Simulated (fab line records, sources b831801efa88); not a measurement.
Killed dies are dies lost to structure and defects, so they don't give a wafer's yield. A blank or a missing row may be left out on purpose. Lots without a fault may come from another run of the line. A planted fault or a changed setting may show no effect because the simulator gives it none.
A struck lot beside a sound one | flow sky130 | 15 steps out of a route of 708
Sound: wafers L982.1, L982.3, L982.6. Struck: wafer L985.1. (L985.3 of the same lot was not struck and is left out.) The cause comes at the end.
At each step with rows: each side's tool, then ch and its chambers, then its first start. Under that, the readings that differ: sound wafers | struck wafers | difference of the means | sigmas: that difference in standard deviations of wafers without a fault.
alike: readings whose means differ by less than 2 such deviations, and words and numbers that are the same on both sides. not compared: withheld readings, readings that some wafer has no value for, bounds like >300 that may hide the same value, and numbers for which the record gives no deviation and whose values overlap.
The two part at a step that has a row with sigmas, a row that says differs or no value, or rows on one side only. Numbers that don't overlap but have no deviation are shown without sigmas and don't part them. A reading that every wafer of one side lacks parts them only if that side has two wafers or more.

first, 2 steps without rows for these wafers: SKY_METAL4_PEB_11; SKY_METAL4_DEVELOP_12 (develop time 60 s).
SKY_METAL4_CD_MEAS_13: target cd 300 nm.
  sound on cd_sem-01, day 45 19:52; struck on cd_sem-01, day 46 15:25
  alike: cd_nm
SKY_METAL4_OVL_MEAS_14:
  sound on overlay-01, day 45 19:59; struck on overlay-01, day 46 15:32
  reading         | sound  | struck | difference | sigmas
  METAL4_OVL (nm) | 1 -1 8 | -7     | -10        | -2
SKY_METAL4_DESCUM_15: chemistry O2, time 8 s.
  sound on rie_metal-03 ch 1, day 45 20:01; struck on rie_metal-04 ch 1, day 46 15:34
  alike: drypump_motor_current_A, oes_product_au
  not compared: rf_hours_counter_h
SKY_METAL4_ETCH_16: etches BARC in N2/H2, stops on SiO2, time 88.2 s, target depth 60 nm.
  sound on rie_metal-03 ch 1, day 45 20:03; struck on rie_metal-04 ch 1, day 46 15:36
  reading             | sound            | struck | difference | sigmas
  n2_flow_sccm (sccm) | 100.5 100.0 99.8 | 100.8  | +0.7       | +2
  alike: drypump_motor_current_A, oes_product_au, throttle_valve_pct
  not compared: rf_hours_counter_h
then, 1 step without rows for these wafers: SKY_METAL4_ETCH_17 (etches SiO2 in C4F8/O2/Ar, stops on TiN, time 3.9 s, target depth 15 nm).
SKY_METAL4_METAL_ETCH_18: etches the open film in Cl2/BCl3, stops on SiO2, target depth 845 nm, time 183.1 s.
  sound on rie_metal-04 ch 1, day 45 20:10; struck on rie_metal-03 ch 1, day 46 15:43
  reading                | sound                | struck | difference | sigmas
  throttle_valve_pct (%) | 22.283 22.276 22.270 | 22.247 | -0.029     | -3
  alike: drypump_motor_current_A, oes_product_au
  not compared: rf_hours_counter_h
SKY_METAL4_STRIP_19: strips in O2/N2.
  sound on plasma_asher-01 ch 0, day 45 20:21; struck on plasma_asher-03 ch 1, day 46 15:54
  reading                     | sound       | struck | difference | sigmas
  drypump_motor_current_A (A) | 5.0 5.0 5.0 | 6.1    | +1.1       | +2
  alike: n2_flow_sccm, oes_product_au, strip_time_to_endpoint_s
  not compared: rf_hours_counter_h
then, 3 steps without rows for these wafers: SKY_METAL4_STRIP_20 (strips in post etch residue remover, time 1200 s); SKY_METAL4_CLEAN_21 (cleans in IPA, time 180 s); SKY_METAL4_CLEAN_22 (cleans in O3/DIW).
SKY_VIA4_HDPCVD_00: deposits SiO2, target thk 1750 nm, time 291.7 s.
  sound on hdpcvd-01 ch 1, day 45 20:56; struck on hdpcvd-02 ch 0, day 46 16:29
  reading                                  | sound             | struck | difference | sigmas
  run_length_s (s)                         | 319.3 319.6 319.6 | 360.1  | +40.6      | +62
  model.SiO2_of_VIA4_HDPCVD_00.thk_nm (nm) | 1738 1740 1733    | 2006   | +269       |
SKY_VIA4_THK_MEAS_01:
  sound on film_metro-03, day 45 21:13; struck on film_metro-03, day 46 16:40
  reading              | sound          | struck | difference | sigmas
  VIA4_HDPCVD_THK (nm) | 1738 1741 1733 | 2005   | +268       | +12
SKY_VIA4_CMP_02: polishes SiO2.
  sound on cmp-01 ch 1,2, day 45 21:16; struck on cmp-02 ch 2, day 46 16:44
  alike: motor_current_A

WHERE THEY PART
First at SKY_METAL4_OVL_MEAS_14; last, within this record, at SKY_VIA4_THK_MEAS_01. Later steps at which nothing parts them and some readings are alike: SKY_VIA4_CMP_02.

WHY: what the simulator had put in
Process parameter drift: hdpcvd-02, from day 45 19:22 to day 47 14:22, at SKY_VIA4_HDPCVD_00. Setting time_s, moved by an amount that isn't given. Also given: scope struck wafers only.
